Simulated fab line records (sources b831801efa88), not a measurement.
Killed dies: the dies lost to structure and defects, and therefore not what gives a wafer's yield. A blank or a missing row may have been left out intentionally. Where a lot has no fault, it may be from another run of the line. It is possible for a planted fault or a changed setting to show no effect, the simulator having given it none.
Comparing a struck lot with a sound one || flow sky130 || 19 out of 708 route steps
Sound: these wafers, L305.2, L305.5, L305.6. Wafers struck: L308.1, L308.2, L308.3. The cause is given at the end.
At each step with rows: each side's tool, then ch and its chambers, then its first start. Under that, the readings that differ: sound wafers || struck wafers || difference of the means || sigmas: that difference in standard deviations of wafers without a fault.
alike: same words and numbers on both sides, and readings whose means sit less than 2 such deviations apart. not compared: any withheld reading, any reading some wafer has no value for, any bound like >300 that may hide the same value, and any number with overlapping values for which the record gives no deviation.
Wherever a step has rows on one side only, a row that says differs or no value, or a row with sigmas, the two part there. When numbers do not overlap yet have no deviation, they are printed without sigmas and do not part them. A reading that every wafer of one side lacks parts them only if that side has two wafers or more.

first, 2 steps without rows for these wafers: SKY_RES_PROTECT_DEVELOP_06 (develop time 57.33 s); SKY_POLY_GATE_IMPLANT_02.
SKY_RES_PROTECT_STRIP_07: strips in O2/N2.
  sound on plasma-asher-04 ch 0,1, day 16 22:29; struck on plasma-asher-03 ch 0,1, day 17 22:39
{"reading": "strip-time-to-endpoint-s (s)", "sound": "23.31 23.38 23.35", "struck": "23.25 23.25 23.19", "difference": -0.12, "sigmas": -3}
  alike: drypump-motor-current-A, oes-product-au
  not compared: rf-hours-counter-h
SKY_RES_PROTECT_TW_MEAS_08:
  sound on film-metro-03 at day 16 22:36; struck on film-metro-04 at day 17 22:45
  alike: POLY_GATE_TW
then, 2 steps without rows for these wafers: SKY_RES_PROTECT_CLEAN_09 (cleans in SC1/SC2, time 150 s); SKY_POLY_GATE_CVD_03 (deposits Si3N4 from DCS/NH3, target thk 75 nm, time 1290 s).
SKY_POLY_GATE_THK_MEAS_04:
  sound on film-metro-02 at day 17 02:33; struck on film-metro-04 at day 18 03:56
  alike: POLY_GATE_CVD_03_THK
then, 5 steps without rows for these wafers: SKY_POLY_GATE_DEHYDRATE_05 (time 60 s); SKY_POLY_GATE_HMDS_06 (prime time 60 s); SKY_POLY_GATE_COAT_07 (resist thk 110 nm); SKY_POLY_GATE_COAT_08 (resist thk 450 nm); SKY_POLY_GATE_SOFTBAKE_09 (time 90 s).
SKY_POLY_GATE_EXPOSE_10: exposes mask P1M, target cd 150 nm.
  sound on krf-scanner-01 ch 0, day 17 17:21; struck on krf-scanner-01 ch 0, day 18 19:11
{"reading": "model.POLY_GATE.overlay-x-nm (nm)", "sound": "-1.725 -1.725 -1.725", "struck": "30.85 30.85 30.85", "difference": "+32.58", "sigmas": ""}
  alike: mask
then, 2 steps without rows for these wafers: SKY_POLY_GATE_PEB_11; SKY_POLY_GATE_DEVELOP_12 (develop time 60 s).
SKY_POLY_GATE_CD_MEAS_13: the cd target is 150 nm.
  sound on cd-sem-02 at day 18 08:22; struck on cd-sem-01 at day 19 10:03
{"reading": "cd-nm (nm)", "sound": "150.9 151.5 150.8", "struck": "147.8 146.2 146.5", "difference": -4.2, "sigmas": -3}
SKY_POLY_GATE_OVL_MEAS_14:
  sound on overlay-01 at day 18 08:28; struck on overlay-01 at day 19 10:22
{"reading": "POLY_GATE_OVL (nm)", "sound": "-5 -3 -2", "struck": "25 29 23", "difference": "+29", "sigmas": "+6"}
  not compared: hold
SKY_POLY_GATE_ETCH_15: etches BARC in N2/H2, stops on SiO2, time 118.5 s, target depth 110 nm.
  sound on rie-diel-04 ch 1,2, day 18 08:30; struck on rie-diel-01 ch 0,2,3, day 19 13:50
{"reading": "hold", "sound": "- - -", "struck": "await-dispo/3.4h/release await-dispo/3.4h/release await-dispo/3.4h/release", "difference": "no value on the sound wafers", "sigmas": ""}
  alike: drypump-motor-current-A, oes-product-au, throttle-valve-pct
  not compared: rf-hours-counter-h
-- record jumps: 28 days separate the struck wafers' starts on either side; left off in module POLY_GATE, taken up again in module PAD_OPEN, whose first shown step is the route's number 708 --
SKY_PAD_OPEN_PROBE_99:
  sound on prober-02 at day 47 01:49; struck on prober-02 at day 48 00:55
{"reading": "killed-at-other", "sound": "1 1 2", "struck": "0 0 0", "difference": -1, "sigmas": -2}
{"reading": "model.etest.licon-to-gate.bv-left-v (V)", "sound": "26.53 26.34 26.36", "struck": "13.8 14.58 14.99", "difference": -12.0, "sigmas": ""}
{"reading": "model.etest.licon-to-gate.bv-right-v (V)", "sound": "22.85 23.16 23.23", "struck": "37.03 36.83 38.37", "difference": "+14.33", "sigmas": ""}
  alike: killed_at_M0_to_M3, killed_at_M4_up, killed-at-contacts, killed-at-front-end, killed-dies, killed-open, killed-short

WHERE THEY PART
At SKY_RES_PROTECT_STRIP_07 first; at SKY_PAD_OPEN_PROBE_99 last (within this record only).

WHY: the cause the simulator had injected
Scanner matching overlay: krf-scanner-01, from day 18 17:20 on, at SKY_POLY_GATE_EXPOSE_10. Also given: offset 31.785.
